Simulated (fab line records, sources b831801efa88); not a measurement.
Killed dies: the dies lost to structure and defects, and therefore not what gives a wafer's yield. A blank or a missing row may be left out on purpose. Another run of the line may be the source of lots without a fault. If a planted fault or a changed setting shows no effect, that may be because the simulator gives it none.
Chamber matching / flow sky130 / 3 sister chambers for SKY_CONTACT_CVD_00 on pecvd-03
The step deposits Si3N4, target thk 75 nm. 6 wafers are shown with their chamber, then 8 later ones without.

EACH WAFER AND ITS CHAMBER
wafer=L080.5; chamber=0; heater power w (W)=641
wafer=L088.3; chamber=0; heater power w (W)=713
wafer=L093.2; chamber=2; heater power w (W)=530
wafer=L093.3; chamber=1; heater power w (W)=696
wafer=L093.4; chamber=1; heater power w (W)=676
wafer=L095.1; chamber=2; heater power w (W)=653

WAFERS WHOSE CHAMBER IS MISSING
wafer=L095.3; heater power w (W)=726
wafer=L095.5; heater power w (W)=694
wafer=L096.1; heater power w (W)=778
wafer=L096.2; heater power w (W)=616
wafer=L096.3; heater power w (W)=718
wafer=L096.4; heater power w (W)=764
wafer=L096.5; heater power w (W)=585
wafer=L096.6; heater power w (W)=700

THE CHAMBER EACH PASSED THROUGH
wafer=L095.3; from the rows above=can't be placed: 1 or 0 or 2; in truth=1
wafer=L095.5; from the rows above=can't be placed: 1 or 0 or 2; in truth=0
wafer=L096.1; from the rows above=can't be placed: 1 or 0 or 2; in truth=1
wafer=L096.2; from the rows above=can't be placed: 2 or 0 or 1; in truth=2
wafer=L096.3; from the rows above=can't be placed: 1 or 0 or 2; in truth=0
wafer=L096.4; from the rows above=can't be placed: 1 or 0 or 2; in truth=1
wafer=L096.5; from the rows above=can't be placed: 2 or 0 or 1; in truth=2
wafer=L096.6; from the rows above=can't be placed: 1 or 0 or 2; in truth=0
Correct placement for 0 of the 8. Not placeable from these rows: 8 (in 8, the candidates include the true chamber). Placed wrongly: 0.
How it was worked out, from the rows above alone: a wafer's distance from a chamber is the root of the sum, over the readings, of the square of ((its reading less the chamber's mean) divided by the reading's scatter). If the next closest chamber is less than 2 further off than the closest, the wafer can't be placed; otherwise it belongs to the closest. A chamber's mean is the mean of its shown wafers. The scatter is the square root of a quotient: the sum, over the shown wafers, of each reading's squared deviation from its chamber's mean, divided by wafers minus chambers.
